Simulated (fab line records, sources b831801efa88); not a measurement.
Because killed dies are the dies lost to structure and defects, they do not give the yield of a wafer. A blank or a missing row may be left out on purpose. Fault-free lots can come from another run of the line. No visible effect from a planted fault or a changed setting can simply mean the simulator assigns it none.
Matching of chambers || flow gf180mcu || GF_M5_ETCH_09 on rie-diel-01: 4 sister chambers
The step etches Si3N4 in CF4/O2, target depth 52 nm, time 11.6 s. 4 wafers are shown with their chamber, then 12 later ones without.

EACH WAFER AND ITS CHAMBER
{"wafer": "L091.3", "chamber": 2, "drypump-motor-current-A (A)": 5.8}
{"wafer": "L091.4", "chamber": 3, "drypump-motor-current-A (A)": 6.1}
{"wafer": "L091.5", "chamber": 0, "drypump-motor-current-A (A)": 5.1}
{"wafer": "L091.6", "chamber": 1, "drypump-motor-current-A (A)": 4.7}

WAFERS WITH NO CHAMBER GIVEN
{"wafer": "L092.4", "drypump-motor-current-A (A)": 5.0}
{"wafer": "L092.5", "drypump-motor-current-A (A)": 4.7}
{"wafer": "L092.6", "drypump-motor-current-A (A)": 5.9}
{"wafer": "L094.1", "drypump-motor-current-A (A)": 5.1}
{"wafer": "L094.2", "drypump-motor-current-A (A)": 4.7}
{"wafer": "L094.3", "drypump-motor-current-A (A)": 5.9}
{"wafer": "L094.4", "drypump-motor-current-A (A)": 6.1}
{"wafer": "L094.5", "drypump-motor-current-A (A)": 5.9}
{"wafer": "L094.6", "drypump-motor-current-A (A)": 4.7}
{"wafer": "L096.1", "drypump-motor-current-A (A)": 5.1}
{"wafer": "L096.2", "drypump-motor-current-A (A)": 5.8}
{"wafer": "L096.5", "drypump-motor-current-A (A)": 6.1}

WHICH CHAMBER EACH ONE RAN IN
{"wafer": "L092.4", "from the rows above": 0, "in truth": 0}
{"wafer": "L092.5", "from the rows above": 1, "in truth": 1}
{"wafer": "L092.6", "from the rows above": "can't be placed: 2 or 3", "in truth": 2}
{"wafer": "L094.1", "from the rows above": 0, "in truth": 0}
{"wafer": "L094.2", "from the rows above": 1, "in truth": 1}
{"wafer": "L094.3", "from the rows above": "can't be placed: 2 or 3", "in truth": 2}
{"wafer": "L094.4", "from the rows above": 3, "in truth": 3}
{"wafer": "L094.5", "from the rows above": "can't be placed: 2 or 3", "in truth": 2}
{"wafer": "L094.6", "from the rows above": 1, "in truth": 1}
{"wafer": "L096.1", "from the rows above": 0, "in truth": 0}
{"wafer": "L096.2", "from the rows above": 2, "in truth": 2}
{"wafer": "L096.5", "from the rows above": 3, "in truth": 3}
Correctly placed: 9 of 12. Unplaceable from these rows: 3, with the true chamber sitting among the candidates in 3. Wrongly placed: 0.
How it was worked out, from the rows above alone: a wafer's distance from a chamber is the root of the sum, over the readings, of the square of ((its reading less the chamber's mean) divided by the reading's scatter). If the next closest chamber is less than 2 further off than the closest, the wafer can't be placed; otherwise it belongs to the closest. Each chamber's mean is taken over the wafers shown for it. The scatter (one wafer shown for each chamber): square how far every hidden wafer sits from the nearest shown wafer, average those squares and take the square root.
